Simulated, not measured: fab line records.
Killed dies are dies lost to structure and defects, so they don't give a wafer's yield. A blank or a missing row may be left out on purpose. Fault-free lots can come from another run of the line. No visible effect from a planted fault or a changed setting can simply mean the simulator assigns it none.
Struck lot and sound lot, side by side    flow sky130    22 out of 708 route steps
Sound: wafers L237.1, L237.2, L237.5. Struck: wafer L241.4. Last of all comes the cause.
Per side, at each step with rows, come the tool, then ch with its chambers, and then its first start. Under that, the readings that differ: sound wafers    struck wafers    difference of the means    sigmas: that difference in standard deviations of wafers without a fault.
alike: words and numbers the same on both sides, and readings whose means are apart by under 2 such deviations; not compared: readings that were withheld, readings missing a value for some wafer, numbers with overlapping values and no deviation given by the record, and bounds like >300 which may hide the same value.
Wherever a step has rows on one side only, a row that says differs or no value, or a row with sigmas, the two part there. Non-overlapping numbers with no deviation appear without sigmas and do not part them. A reading that every wafer of one side lacks parts them only if that side has two wafers or more.

first, 2 steps without rows for these wafers: SKY_RES_PROTECT_DEVELOP_06 (develop time 60 s); SKY_POLY_GATE_IMPLANT_02.
SKY_RES_PROTECT_STRIP_07: strips in O2/N2.
  sound on plasma_asher-03 ch 0,1, day 15 20:54; struck on plasma_asher-02 ch 0, day 16 14:38
reading                       sound              struck  difference  sigmas
strip_time_to_endpoint_s (s)  23.33 23.34 23.33  23.24   -0.09       -2
  alike: drypump_motor_current_A, oes_product_au
  not compared: rf_hours_counter_h
SKY_RES_PROTECT_TW_MEAS_08:
  sound on film_metro-02 at day 15 21:00; struck on film_metro-03 at day 16 14:44
  alike: POLY_GATE_TW
then, 2 steps without rows for these wafers: SKY_RES_PROTECT_CLEAN_09 (cleans in SC1/SC2, time 150 s); SKY_POLY_GATE_CVD_03 (deposits Si3N4 from DCS/NH3, target thk 75 nm, time 1290 s).
SKY_POLY_GATE_THK_MEAS_04:
  sound on film_metro-01 at day 15 22:28; struck on film_metro-03 at day 16 17:31
  alike: POLY_GATE_CVD_03_THK
then, 5 steps without rows for these wafers: SKY_POLY_GATE_DEHYDRATE_05 (time 60 s); SKY_POLY_GATE_HMDS_06 (prime time 60 s); SKY_POLY_GATE_COAT_07 (resist thk 110 nm); SKY_POLY_GATE_COAT_08 (resist thk 450 nm); SKY_POLY_GATE_SOFTBAKE_09 (time 90 s).
SKY_POLY_GATE_EXPOSE_10: exposes mask P1M, target cd 150 nm.
  sound on krf_scanner-02 ch 0, day 16 12:04; struck on krf_scanner-02 ch 0, day 17 07:35
reading             sound              struck  difference  sigmas
reticle_temp_C (C)  22.95 22.84 22.98  23.15   +0.23       +2
  alike: mask, focus_offset_nm
then, 2 steps without rows for these wafers: SKY_POLY_GATE_PEB_11; SKY_POLY_GATE_DEVELOP_12 (develop time 60 s).
SKY_POLY_GATE_CD_MEAS_13: the cd target is 150 nm.
  sound on cd_sem-02 at day 17 01:50; struck on cd_sem-02 at day 17 21:34
reading     sound              struck  difference  sigmas
cd_nm (nm)  148.4 148.9 148.8  135.3   -13.4       -11
  not compared: hold
SKY_POLY_GATE_OVL_MEAS_14:
  sound on overlay-01 at day 17 01:58; struck on overlay-02 at day 18 04:00
reading  sound  struck                    difference                    sigmas
hold     - - -  await_dispo/6.4h/release  no value on the sound wafers  
  alike: POLY_GATE_OVL
SKY_POLY_GATE_ETCH_15: etches BARC in N2/H2, stops on SiO2, time 118.5 s, target depth 110 nm.
  sound on rie_diel-03 ch 1,2, day 17 02:00; struck on rie_diel-02 ch 0, day 18 04:01
reading                     sound                 struck  difference  sigmas
throttle_valve_pct (%)      13.211 13.198 13.196  13.220  +0.018      +2
model.POLY_GATE.cd_nm (nm)  146.5 147.7 147.2     139.6   -7.5        
  alike: drypump_motor_current_A, h2_flow_sccm, oes_product_au
  not compared: rf_hours_counter_h
SKY_POLY_GATE_ETCH_16: etches Si3N4 in CH3F/O2, stops on poly-Si, time 147.5 s, target depth 75 nm.
  sound on rie_diel-03 ch 1,2, day 17 02:05; struck on rie_diel-02 ch 0, day 18 04:06
  alike: drypump_motor_current_A, oes_product_au, throttle_valve_pct
  not compared: rf_hours_counter_h
SKY_POLY_GATE_ETCH_17: etches poly-Si in HBr/Cl2, stops on SiO2, target depth 180 nm, time 70.5 s.
  sound on rie_si-02 ch 0,1,3, day 17 02:11; struck on rie_si-02 ch 1, day 18 04:12
reading                     sound              struck  difference  sigmas
model.POLY_GATE.cd_nm (nm)  145.3 147.9 147.4  139     -8          
  alike: drypump_motor_current_A, oes_product_au, throttle_valve_pct
  not compared: rf_hours_counter_h
SKY_POLY_GATE_STRIP_18: strips in O2/N2.
  sound on plasma_asher-02 ch 0,1, day 17 02:14; struck on plasma_asher-01 ch 0, day 18 04:17
  alike: drypump_motor_current_A, oes_product_au, strip_time_to_endpoint_s
  not compared: rf_hours_counter_h
-- record jumps: 29 days separate the struck wafers' starts on either side; left off in module POLY_GATE, taken up again in module PAD_OPEN, whose first shown step is the route's number 708 --
SKY_PAD_OPEN_PROBE_99:
  sound on prober-02 at day 46 08:50; struck on prober-02 at day 47 02:31
reading                                  sound              struck  difference  sigmas
model.etest.pfet_01v8.r_on_ohm_um        2688 2762 2738     2772    +43         
model.etest.pfet_g5v0d10v5.r_on_ohm_um   4680 4770 4731     4671    -56         
model.etest.res_poly.line_ohm_um         534.4 526.3 528.6  573.6   +43.8       
model.etest.nfet_g5v0d10v5.r_on_ohm_um   1858 1898 1874     1834    -43         
model.etest.sonos_uncharged.r_on_ohm_um  794.1 799.5 811.9  774.7   -27.1       
model.etest.nfet_01v8_lvt.drive_ua_um    612.5 609.3 609.4  587.6   -22.8       
  alike: killed_at_M0_to_M3, killed_at_M4_up, killed_at_contacts, killed_at_front_end, killed_at_other, killed_dies, killed_open, killed_short
  not compared: model.etest.nfet_01v8.r_on_ohm_um, model.etest.res_high_po.line_ohm_um

WHERE THEY PART
Earliest at SKY_RES_PROTECT_STRIP_07; latest, in this record, at SKY_POLY_GATE_ETCH_15. Later steps at which nothing parts them and some readings are alike: SKY_POLY_GATE_ETCH_16, SKY_POLY_GATE_ETCH_17, SKY_POLY_GATE_STRIP_18, SKY_PAD_OPEN_PROBE_99.

WHY: the cause the simulator had injected
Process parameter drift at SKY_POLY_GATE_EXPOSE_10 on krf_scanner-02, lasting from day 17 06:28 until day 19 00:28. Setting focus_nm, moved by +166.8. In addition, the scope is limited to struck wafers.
